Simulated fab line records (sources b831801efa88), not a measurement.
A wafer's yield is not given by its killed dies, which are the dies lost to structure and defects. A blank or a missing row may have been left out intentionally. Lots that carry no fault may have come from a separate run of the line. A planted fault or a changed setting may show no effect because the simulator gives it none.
2 desks, one fault -- flow sky130 -- only its own numbers are on each desk; what lay behind them is given at the end

## FOR THE TOOL OWNER'S DESK: pvdSputter-02
The tool's own readings at SKY_METAL5_SPUTTER_02 (material AlCu, target thk 1150 nm, time 61.2 s): means of the sampled wafers that have a number, for each lot that ran on this tool. Marked OUT: a lot whose mean sits more than 4 standard deviations from the usual mean, which makes it out of limits; the brackets give that distance.
Columns: A = chamberPressurePa at SKY_METAL5_SPUTTER_02, usual 0.3999 Pa; B = throttleValvePct at SKY_METAL5_SPUTTER_02, usual 30.0 %
lot,first seen here,A,B
L925,day 45 13:43,0.4004,29.4
L937,day 48 04:12,0.3866 (-17) OUT,31.3
L939,day 48 14:38,0.3868 (-17) OUT,30.7
Finding of this desk: L937, L939 out of limits; the first was L937 at day 48 04:12, on chamberPressurePa at SKY_METAL5_SPUTTER_02. L925 stayed within limits.

## THE METROLOGY DESK
What the gauges read for every lot (on any tool): the sampled wafers with a number, averaged. Marked OUT: a lot whose mean sits more than 4 standard deviations from the usual mean, which makes it out of limits; the brackets give that distance.
Columns: A = VIA4_W_RS at SKY_VIA4_RS_MEAS_19, usual 0.2259 ohm/sq; B = VIA4_W_THK at SKY_VIA4_THK_MEAS_20, usual 522 nm; C = METAL5_ALCU_RS at SKY_METAL5_RS_MEAS_05, usual 0.02688 ohm/sq; D = METAL5_ALCU_THK at SKY_METAL5_THK_MEAS_06, usual 1177 nm
lot,first seen here,A,B,C,D
L923,day 44 19:01,0.2252,517,0.02714,1161
L924,day 44 19:08,0.2255,534,0.02687,1175
L925,day 45 13:13,0.2234,528,0.02721,1162
L927,day 45 19:38,0.2253,530,0.02692,1170
L937,day 48 03:42,0.2238,522,0.02623,1210
L939,day 48 14:08,0.2271,516,0.02629,1194
Finding of this desk: none of the 6 lots has anything out of limits.

## ALL TOGETHER
An alarm could have come from the tool owner's desk at day 48 04:12, on L937, L939.
At the metrology desk, nothing out of limits was observed.
The metrology desk holds a record of L937, L939, inside its limits.
Of the lots named, all ran SKY_METAL5_SPUTTER_02 on pvdSputter-02.

## WHAT HAD BEEN PUT IN BY THE SIMULATOR
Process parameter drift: pvdSputter-02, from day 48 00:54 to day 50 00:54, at SKY_METAL5_SPUTTER_02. Setting chamberPressurePa shifted by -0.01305 from 0.4. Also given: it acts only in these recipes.
Lots struck among those shown: L937, L939.
Time in hours from fault onset to the first out-of-limits reading at each desk: the tool owner's desk, 3.
